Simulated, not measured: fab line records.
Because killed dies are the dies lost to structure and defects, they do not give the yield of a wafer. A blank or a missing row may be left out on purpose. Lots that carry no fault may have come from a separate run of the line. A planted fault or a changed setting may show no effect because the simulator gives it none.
Chamber matching | flow gf180mcu | cmp-01 running GF_V4_CMP_26: 4 sister chambers
The step polishes, stops on SiO2, t overpolish 15 s, target thk 0 nm. 4 wafers are shown with their chamber, then 7 later ones without.

## WAFERS PAIRED WITH THEIR CHAMBERS
wafer  | chamber | motor current A (A)
L520.2 | 2       | 12.2
L522.3 | 0       | 12.0
L524.1 | 1       | 12.5
L524.4 | 3       | 11.2

## WAFERS WITH NO CHAMBER GIVEN
wafer  | motor current A (A)
L524.5 | 12.2
L525.1 | 11.7
L525.2 | 12.0
L525.6 | 11.5
L527.2 | 11.1
L527.3 | 12.5
L527.5 | 12.0

## EACH ONE'S CHAMBER
wafer  | from the rows above          | in truth
L524.5 | can't be placed: 2 or 0 or 1 | 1
L525.1 | can't be placed: 0 or 2 or 3 | 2
L525.2 | can't be placed: 0 or 2      | 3
L525.6 | can't be placed: 3 or 0      | 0
L527.2 | 3                            | 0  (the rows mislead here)
L527.3 | can't be placed: 1 or 2      | 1
L527.5 | can't be placed: 0 or 2      | 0
0 of 7 placed correctly. These rows do not allow placing 6 (true chamber among the candidates in 5). Placed wrongly: 1.
How it was worked out, from the rows above alone: a wafer's distance from a chamber is the root of the sum, over the readings, of the square of ((its reading less the chamber's mean) divided by the reading's scatter). If the next closest chamber is less than 2 further off than the closest, the wafer can't be placed; otherwise it belongs to the closest. The mean given for a chamber averages the wafers shown for that chamber. The scatter: with one shown wafer a chamber, the root of the mean of the squares of how far each hidden wafer lies from its nearest shown one.
